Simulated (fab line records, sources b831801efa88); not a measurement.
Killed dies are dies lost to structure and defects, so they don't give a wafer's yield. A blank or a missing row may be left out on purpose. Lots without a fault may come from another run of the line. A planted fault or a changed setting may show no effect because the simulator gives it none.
A struck lot beside a sound one | flow sky130 | 19 steps out of a route of 708
Sound: wafers L885.2, L885.4, L885.6. Struck: wafers L898.2, L898.3, L898.4. The cause comes at the end.
At each step with rows: each side's tool, then ch and its chambers, then its first start. Under that, the readings that differ: sound wafers | struck wafers | difference of the means | sigmas: that difference in standard deviations of wafers without a fault.
alike: readings whose means differ by less than 2 such deviations, and words and numbers that are the same on both sides. not compared: withheld readings, readings that some wafer has no value for, bounds like >300 that may hide the same value, and numbers for which the record gives no deviation and whose values overlap.
The two part at a step that has a row with sigmas, a row that says differs or no value, or rows on one side only. Numbers that don't overlap but have no deviation are shown without sigmas and don't part them. A reading that every wafer of one side lacks parts them only if that side has two wafers or more.

first, 1 step without rows for these wafers: SKY_RES_XHIGH_IMPLANT_07.
SKY_RES_XHIGH_STRIP_08: strips in O2/N2.
  sound on plasma_asher-01 ch 0, day 26 05:29; struck on plasma_asher-03 ch 0,1, day 31 08:44
  alike: drypump_motor_current_A, o2_flow_sccm, oes_product_au, strip_time_to_endpoint_s
  not compared: rf_hours_counter_h
SKY_RES_XHIGH_TW_MEAS_09:
  sound on film_metro-02, day 26 05:35; struck on film_metro-01, day 31 08:50
  reading      | sound          | struck         | difference | sigmas
  RES_XHIGH_TW | 1636 1636 1635 | 1671 1663 1658 | +28        | +2
then, 7 steps without rows for these wafers: SKY_SD_N_DEHYDRATE_00 (time 60 s); SKY_SD_N_HMDS_01 (prime time 60 s); SKY_SD_N_COAT_02 (resist thk 1140 nm); SKY_SD_N_SOFTBAKE_03 (time 60 s); SKY_SD_N_EXPOSE_04 (exposes mask NSDM, target cd 380 nm); SKY_SD_N_PEB_05; SKY_SD_N_DEVELOP_06 (develop time 60 s).
SKY_SD_N_CD_MEAS_07: target cd 380 nm.
  sound on cd_sem-01, day 27 10:27; struck on cd_sem-01, day 32 11:43
  alike: cd_nm
SKY_SD_N_OVL_MEAS_08:
  sound on overlay-01, day 27 10:33; struck on overlay-02, day 32 11:49
  alike: SD_N_OVL
SKY_SD_N_IMPLANT_09:
  sound on implanter-01 ch 0, day 27 10:37; struck on implanter-04 ch 0, day 32 11:52
  reading            | sound                         | struck                       | difference | sigmas
  beam_on_s (s)      | 17.2 16.7 17.4                | 10.1 10.1 9.5                | -7.2       | -8
  dose_ions_cm2      | 4.001e+15 3.997e+15 4.001e+15 | 1.754e+15 1.76e+15 1.761e+15 | -2.241e+15 | -99 or more
  faraday_current_uA | 12681 13075 12560             | 9526 9526 10088              | -3059      | -5
  alike: tilt_deg
then, 1 step without rows for these wafers: SKY_SD_N_IMPLANT_10.
SKY_SD_N_STRIP_11: strips in O2/N2.
  sound on plasma_asher-03 ch 0,1, day 27 10:53; struck on plasma_asher-03 ch 0,1, day 32 12:09
  reading                      | sound             | struck            | difference | sigmas
  oes_product_au (a.u.)        | 0.527 0.530 0.526 | 0.576 0.557 0.570 | +0.040     | +9
  strip_time_to_endpoint_s (s) | 22.62 22.57 22.55 | 19.74 19.75 19.73 | -2.84      | -57
  alike: drypump_motor_current_A, o2_flow_sccm
  not compared: rf_hours_counter_h
SKY_SD_N_TW_MEAS_12:
  sound on film_metro-01, day 27 10:59; struck on film_metro-01, day 32 12:29
  reading | sound          | struck         | difference | sigmas
  SD_N_TW | 4049 4021 4024 | 3881 3885 3874 | -151       | -5
  not compared: hold
SKY_SD_N_RTA_14: time 2 s.
  sound on rtp_anneal-01 ch 0, day 27 11:06; struck on rtp_anneal-01 ch 0, day 32 14:37
  alike: lamp_power_pct, wafer_temp_C_max
SKY_SD_N_RS_MEAS_16: measures by four-point-probe.
  sound on film_metro-02, day 27 11:17; struck on film_metro-03, day 32 15:13
  reading          | sound             | struck            | difference | sigmas
  SD_N_RS (ohm/sq) | 68.65 68.64 68.65 | 81.31 81.06 81.46 | +12.63     | +97
  not compared: hold
SKY_PAD_OPEN_PROBE_99:
  the record has rows for the sound wafers here (prober-01, day 45 07:52) and none for the struck ones

WHERE THEY PART
First at SKY_RES_XHIGH_TW_MEAS_09; last, within this record, at SKY_PAD_OPEN_PROBE_99.

WHY: what the simulator had put in
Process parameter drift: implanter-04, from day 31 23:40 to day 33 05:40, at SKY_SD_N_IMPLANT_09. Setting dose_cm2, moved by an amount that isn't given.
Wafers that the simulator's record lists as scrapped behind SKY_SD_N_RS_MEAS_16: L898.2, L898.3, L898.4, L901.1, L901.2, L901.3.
